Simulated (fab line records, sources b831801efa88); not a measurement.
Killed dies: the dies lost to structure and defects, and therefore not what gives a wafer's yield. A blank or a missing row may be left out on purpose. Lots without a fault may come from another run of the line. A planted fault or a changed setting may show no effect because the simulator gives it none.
A struck lot beside a sound one :: flow gf180mcu :: 35 out of 602 route steps
Sound: the wafers L614.1, L614.2, L614.5. The struck wafers were L624.2, L624.3, L624.4. The cause is named last.
Per side, at each step with rows, come the tool, then ch with its chambers, and then its first start. Under that, the readings that differ: sound wafers :: struck wafers :: difference of the means :: sigmas: that difference in standard deviations of wafers without a fault.
alike: a reading whose means differ by less than 2 such deviations, as well as words and numbers matching on both sides. not compared: withheld readings; readings where some wafer has no value; bounds like >300 that might hide an equal value; numbers whose values overlap and for which the record gives no deviation.
The two part at a step that has a row with sigmas, a row that says differs or no value, or rows on one side only. Numbers that have no deviation but don't overlap get no sigmas and don't part them. Lack of a reading on every wafer of one side parts them only where that side has two or more wafers.

first, 1 step without rows for these wafers: GF_HV_LDD_IMPLANT_21.
GF_HV_LDD_STRIP_22: strips in O2/N2.
  sound on plasma-asher-03 ch 0,1, day 11 15:10; struck on plasma-asher-04 ch 0,1, day 15 02:32
reading: heater-power-w (W)
sound: 345 307 335
struck: 419 430 380
difference: +81
sigmas: +2
  alike: drypump-motor-current-A, oes-product-au, strip-time-to-endpoint-s
  not compared: rf-hours-counter-h
GF_HV_LDD_TW_MEAS_23:
  sound on film-metro-04 at day 11 15:16; struck on film-metro-04 at day 15 02:39
  alike: HV_LDD_2_TW
then, 7 steps without rows for these wafers: GF_HV_LDD_DEHYDRATE_24 (time 60 s); GF_HV_LDD_HMDS_25 (prime time 60 s); GF_HV_LDD_COAT_26 (resist thk 1000 nm); GF_HV_LDD_SOFTBAKE_27 (time 60 s); GF_HV_LDD_EXPOSE_28 (exposes mask Nplus HV AREA, target cd 400 nm); GF_HV_LDD_PEB_29; GF_HV_LDD_DEVELOP_30 (develop time 60 s).
GF_HV_LDD_CD_MEAS_31 targets a cd of 400 nm.
  sound on cd-sem-01 at day 12 10:34; struck on cd-sem-02 at day 15 23:59
  alike: cd-nm
GF_HV_LDD_OVL_MEAS_32:
  sound on overlay-02 at day 12 10:41; struck on overlay-01 at day 16 00:06
  alike: HV_LDD_02_OVL
GF_HV_LDD_IMPLANT_33:
  sound on implanter-03 ch 0, day 12 10:44; struck on implanter-04 ch 0, day 16 00:09
reading: dose-ions-cm2
sound: 7.499e+12 7.503e+12 7.502e+12
struck: 6.44e+12 6.441e+12 6.445e+12
difference: -1.06e+12
sigmas: -99 or more

reading: faraday-current-uA
sound: 43.0 40.9 43.1
struck: 37.6 36.3 35.4
difference: -5.9
sigmas: -7
  alike: beam-energy-keV
then, 3 steps without rows for these wafers: GF_HV_LDD_IMPLANT_34; GF_HV_LDD_IMPLANT_35; GF_HV_LDD_IMPLANT_36.
GF_HV_LDD_STRIP_37: strips in O2/N2.
  sound on plasma-asher-01 ch 0,1, day 12 11:20; struck on plasma-asher-03 ch 0,1, day 16 00:44
  alike: drypump-motor-current-A, heater-power-w, oes-product-au, strip-time-to-endpoint-s
  not compared: rf-hours-counter-h
GF_HV_LDD_TW_MEAS_38:
  sound on film-metro-01 at day 12 11:26; struck on film-metro-02 at day 16 00:50
  alike: HV_LDD_3_TW
then, 7 steps without rows for these wafers: GF_HV_LDD_DEHYDRATE_39 (time 60 s); GF_HV_LDD_HMDS_40 (prime time 60 s); GF_HV_LDD_COAT_41 (resist thk 1000 nm); GF_HV_LDD_SOFTBAKE_42 (time 60 s); GF_HV_LDD_EXPOSE_43 (exposes mask Pplus HV AREA, target cd 400 nm); GF_HV_LDD_PEB_44; GF_HV_LDD_DEVELOP_45 (develop time 60 s).
GF_HV_LDD_CD_MEAS_46 targets a cd of 400 nm.
  sound on cd-sem-01 at day 13 07:27; struck on cd-sem-02 at day 17 02:37
  alike: cd-nm
GF_HV_LDD_OVL_MEAS_47:
  sound on overlay-02 at day 13 07:34; struck on overlay-01 at day 17 02:43
  alike: HV_LDD_03_OVL
after that, 1 step had no rows for these wafers: GF_HV_LDD_IMPLANT_48.
GF_HV_LDD_STRIP_49: strips in O2/N2.
  sound on plasma-asher-03 ch 0,1, day 13 07:45; struck on plasma-asher-04 ch 0,1, day 17 02:54
  alike: drypump-motor-current-A, heater-power-w, oes-product-au, strip-time-to-endpoint-s
  not compared: rf-hours-counter-h
GF_HV_LDD_TW_MEAS_50:
  sound on film-metro-04 at day 13 07:51; struck on film-metro-02 at day 17 03:01
  alike: HV_LDD_4_TW
then, 1 step without rows for these wafers: GF_HV_LDD_CLEAN_51 (cleans in SC1/SC2, time 150 s).
GF_HV_LDD_RTA_52: time 10 s.
  sound on rtp-anneal-01 ch 0, day 13 07:58; struck on rtp-anneal-01 ch 0, day 17 03:07
  alike: chamber-o2-ppm, lamp-power-pct, wafer_temp_C_max
GF_HV_LDD_RS_MEAS_53: uses a four-point probe to measure.
  sound on film-metro-02 at day 13 08:02; struck on film-metro-04 at day 17 03:12
reading: HV_LDD_RS (ohm/sq)
sound: 418.2 416.7 416.9
struck: 421.2 421.1 421.6
difference: +4.0
sigmas: +5
then, 1 step without rows for these wafers: GF_HV_LDD_CVD_54 (deposits SiO2 from TEOS, target thk 10 nm, time 75 s).
-- record jumps: 16 days separate the struck wafers' starts on either side; left off in module HV_LDD, taken up again in module PASSIVATION, whose first shown step is the route's number 602 --
GF_PASSIVATION_PROBE_99:
  the record has rows for the struck wafers here (prober-02, day 33 01:07) and none for the sound ones

WHERE THEY PART
Last at GF_PASSIVATION_PROBE_99 as far as this record goes, first at GF_HV_LDD_STRIP_22.

WHY: what the simulator had put in
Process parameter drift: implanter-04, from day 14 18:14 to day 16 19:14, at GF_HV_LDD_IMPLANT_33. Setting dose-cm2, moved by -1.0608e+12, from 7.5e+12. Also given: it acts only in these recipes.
